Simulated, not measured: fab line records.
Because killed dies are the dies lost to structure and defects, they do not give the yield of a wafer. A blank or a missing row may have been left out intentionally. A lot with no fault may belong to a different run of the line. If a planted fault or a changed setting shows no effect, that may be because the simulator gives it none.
Commonality check across tools / flow sky130 / 14 lots and 42 wafers in the sample

== WHY IT WAS OPENED ==
SKY_VT_ADJUST_NCORE_TW_MEAS_11, reading VT_ADJUST_NCORE_TW: flagged on 2 of 14 lots. No-fault wafers: 218.7, standard deviation 1.2.
Rule: flag the lot when none of its wafers has a number, or when each of its wafers that has one lies beyond 4 standard deviations from that mean. The other lots count as sound.

lot=L324; measured=day 8 20:34; on=film-metro-04; VT_ADJUST_NCORE_TW, wafer by wafer=220.4 219.3 220.4; flag=
lot=L326; measured=day 9 03:07; on=film-metro-04; VT_ADJUST_NCORE_TW, wafer by wafer=219.3 218.1 219.5; flag=
lot=L325; measured=day 9 07:04; on=film-metro-02; VT_ADJUST_NCORE_TW, wafer by wafer=219.8 219.4 219.3; flag=
lot=L327; measured=day 9 15:54; on=film-metro-04; VT_ADJUST_NCORE_TW, wafer by wafer=220.3 218.9 218.8; flag=
lot=L329; measured=day 10 03:44; on=film-metro-01; VT_ADJUST_NCORE_TW, wafer by wafer=216.7 216.9 216.7; flag=
lot=L332; measured=day 10 21:58; on=film-metro-02; VT_ADJUST_NCORE_TW, wafer by wafer=219.2 218.9 218.6; flag=
lot=L334; measured=day 11 17:52; on=film-metro-02; VT_ADJUST_NCORE_TW, wafer by wafer=253.7 251.6 251.3; flag=FLAGGED
lot=L335; measured=day 11 21:01; on=film-metro-01; VT_ADJUST_NCORE_TW, wafer by wafer=251.1 249.5 250.2; flag=FLAGGED
lot=L340; measured=day 13 05:14; on=film-metro-04; VT_ADJUST_NCORE_TW, wafer by wafer=219.3 219.3 218.4; flag=
lot=L339; measured=day 13 05:52; on=film-metro-02; VT_ADJUST_NCORE_TW, wafer by wafer=218.3 218.5 218.8; flag=
lot=L342; measured=day 13 17:19; on=film-metro-04; VT_ADJUST_NCORE_TW, wafer by wafer=219.8 219.2 218.9; flag=
lot=L343; measured=day 14 00:19; on=film-metro-04; VT_ADJUST_NCORE_TW, wafer by wafer=218.7 219.3 217.9; flag=
lot=L345; measured=day 14 19:10; on=film-metro-04; VT_ADJUST_NCORE_TW, wafer by wafer=219.9 218.6 219.3; flag=
lot=L347; measured=day 15 08:52; on=film-metro-02; VT_ADJUST_NCORE_TW, wafer by wafer=218.0 217.7 218.0; flag=
Average over the flagged lots: 251.2; offset from the usual +32.5, equal to +27 standard deviations.

== EACH LOT AND THE TOOL IT RAN ON ==
The record keeps 1 process step preceding the reading, out of 708 steps on the route. Cell contents, in order: the tool; ch with the chambers the sampled wafers went through; the start.
lot=L324; flag=; SKY_VT_ADJUST_NCORE_IMPLANT_09=implanter-03 ch 0, day 8 20:20
lot=L326; flag=; SKY_VT_ADJUST_NCORE_IMPLANT_09=implanter-02 ch 0, day 9 02:54
lot=L325; flag=; SKY_VT_ADJUST_NCORE_IMPLANT_09=implanter-02 ch 0, day 9 06:49
lot=L327; flag=; SKY_VT_ADJUST_NCORE_IMPLANT_09=implanter-02 ch 0, day 9 15:39
lot=L329; flag=; SKY_VT_ADJUST_NCORE_IMPLANT_09=implanter-03 ch 0, day 10 03:29
lot=L332; flag=; SKY_VT_ADJUST_NCORE_IMPLANT_09=implanter-01 ch 0, day 10 21:43
lot=L334; flag=FLAGGED; SKY_VT_ADJUST_NCORE_IMPLANT_09=implanter-02 ch 0, day 11 17:37
lot=L335; flag=FLAGGED; SKY_VT_ADJUST_NCORE_IMPLANT_09=implanter-02 ch 0, day 11 20:47
lot=L340; flag=; SKY_VT_ADJUST_NCORE_IMPLANT_09=implanter-01 ch 0, day 13 05:00
lot=L339; flag=; SKY_VT_ADJUST_NCORE_IMPLANT_09=implanter-03 ch 0, day 13 05:37
lot=L342; flag=; SKY_VT_ADJUST_NCORE_IMPLANT_09=implanter-01 ch 0, day 13 17:04
lot=L343; flag=; SKY_VT_ADJUST_NCORE_IMPLANT_09=implanter-01 ch 0, day 14 00:04
lot=L345; flag=; SKY_VT_ADJUST_NCORE_IMPLANT_09=implanter-03 ch 0, day 14 18:55
lot=L347; flag=; SKY_VT_ADJUST_NCORE_IMPLANT_09=implanter-02 ch 0, day 15 08:37
What these steps do:
- SKY_VT_ADJUST_NCORE_IMPLANT_09
- SKY_VT_ADJUST_NCORE_TW_MEAS_11

== FLAGGED OVER TOTAL, TOOL BY TOOL (the gauges that took the reading come last) ==
step=SKY_VT_ADJUST_NCORE_IMPLANT_09; tool=implanter-01; lots run=4; flagged=0; share of the flagged lots=none; sound lots run after its first flagged lot=-
step=SKY_VT_ADJUST_NCORE_IMPLANT_09; tool=implanter-02; lots run=6; flagged=2; share of the flagged lots=all; sound lots run after its first flagged lot=1 (L347)
step=SKY_VT_ADJUST_NCORE_IMPLANT_09; tool=implanter-03; lots run=4; flagged=0; share of the flagged lots=none; sound lots run after its first flagged lot=-
step=SKY_VT_ADJUST_NCORE_TW_MEAS_11; tool=film-metro-01; lots run=2; flagged=1; share of the flagged lots=some; sound lots run after its first flagged lot=0
step=SKY_VT_ADJUST_NCORE_TW_MEAS_11; tool=film-metro-02; lots run=5; flagged=1; share of the flagged lots=some; sound lots run after its first flagged lot=2 (L339,L347)
step=SKY_VT_ADJUST_NCORE_TW_MEAS_11; tool=film-metro-04; lots run=7; flagged=0; share of the flagged lots=none; sound lots run after its first flagged lot=-

== THE TABLE: WHAT IT ALLOWS ==
1 row of the table ran every flagged lot: implanter-02 at SKY_VT_ADJUST_NCORE_IMPLANT_09.
- implanter-02 at SKY_VT_ADJUST_NCORE_IMPLANT_09 ran 6 lots, 2 of them flagged. After the first flagged lot (L347), sound lots still ran on it; a lasting fault on the whole tool would not permit that. Its own readings (dose-ions-cm2, faraday-current-uA) fall more than 4 standard deviations out on all wafers of the flagged lots.
No row of the table ran every flagged lot and no sound lot after the first.

== WHAT THE SIMULATOR HAD INSERTED ==
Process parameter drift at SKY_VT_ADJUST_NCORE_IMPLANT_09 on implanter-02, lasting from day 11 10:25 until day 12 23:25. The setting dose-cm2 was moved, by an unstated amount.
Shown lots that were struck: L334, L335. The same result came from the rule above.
